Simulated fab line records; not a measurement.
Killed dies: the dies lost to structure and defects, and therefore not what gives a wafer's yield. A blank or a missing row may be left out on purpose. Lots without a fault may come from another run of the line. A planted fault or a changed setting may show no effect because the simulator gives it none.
A lot that was struck, set against a sound lot    flow sky130    14 out of 708 route steps
Sound: these wafers, L332.2, L332.4, L332.6. Wafers L325.2, L325.5, L325.6 were the ones struck. The cause comes at the end.
At each step with rows: each side's tool, then ch and its chambers, then its first start. Under that, the readings that differ: sound wafers    struck wafers    difference of the means    sigmas: that difference in standard deviations of wafers without a fault.
alike: same words and numbers on both sides, and readings whose means sit less than 2 such deviations apart. not compared: any withheld reading, any reading some wafer has no value for, any bound like >300 that may hide the same value, and any number with overlapping values for which the record gives no deviation.
The two part at a step that has a row with sigmas, a row that says differs or no value, or rows on one side only. When numbers do not overlap yet have no deviation, they are printed without sigmas and do not part them. Lack of a reading on every wafer of one side parts them only where that side has two or more wafers.

first, 4 steps without rows for these wafers: SKY_SONOS_TUNNEL_SOFTBAKE_03 (time 60 s); SKY_SONOS_TUNNEL_EXPOSE_04 (exposes mask TUNM, target cd 410 nm); SKY_SONOS_TUNNEL_PEB_05; SKY_SONOS_TUNNEL_DEVELOP_06 (develop time 60 s).
SKY_SONOS_TUNNEL_CD_MEAS_07 targets a cd of 410 nm.
  sound: cd_sem-01 at day 17 09:13; struck: cd_sem-01 at day 15 02:35
  alike: cd_nm
SKY_SONOS_TUNNEL_OVL_MEAS_08:
  sound: overlay-02 at day 17 09:19; struck: overlay-01 at day 15 02:41
  alike: SONOS_TUNNEL_OVL
then, 3 steps without rows for these wafers: SKY_SONOS_TUNNEL_IMPLANT_09; SKY_SONOS_TUNNEL_WET_ETCH_10 (etches SiO2 in dHF, target depth 14 nm, time 280 s); SKY_SONOS_TUNNEL_STRIP_11 (strips in SPM, time 600 s).
SKY_SONOS_TUNNEL_TW_MEAS_12:
  sound: film_metro-03 at day 17 09:46; struck: film_metro-03 at day 15 03:08
  alike: SONOS_TUNNEL_TW
then, 2 steps without rows for these wafers: SKY_SONOS_TUNNEL_CLEAN_13 (cleans in dHF, time 20 s); SKY_SONOS_ONO_OXIDATION_00 (stabilise 600 s, purge 300 s, target thk 2.6 nm).
SKY_SONOS_ONO_THK_MEAS_01:
  sound: film_metro-03 at day 17 11:43; struck: film_metro-04 at day 15 04:47
reading                       sound           struck          difference  sigmas
SONOS_ONO_OXIDATION_THK (nm)  2.62 2.60 2.58  5.89 5.84 5.92  +3.28       +62
  not compared: hold
then, 1 step without rows for these wafers: SKY_PAD_OPEN_PROBE_99.

## WHERE THEY PART
SKY_SONOS_ONO_THK_MEAS_01 only, going by this record.

WHY: the cause the simulator had injected
Metrology matching offset: film_metro-04, from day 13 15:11 on, at SKY_SONOS_ONO_THK_MEAS_01. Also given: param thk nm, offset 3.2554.
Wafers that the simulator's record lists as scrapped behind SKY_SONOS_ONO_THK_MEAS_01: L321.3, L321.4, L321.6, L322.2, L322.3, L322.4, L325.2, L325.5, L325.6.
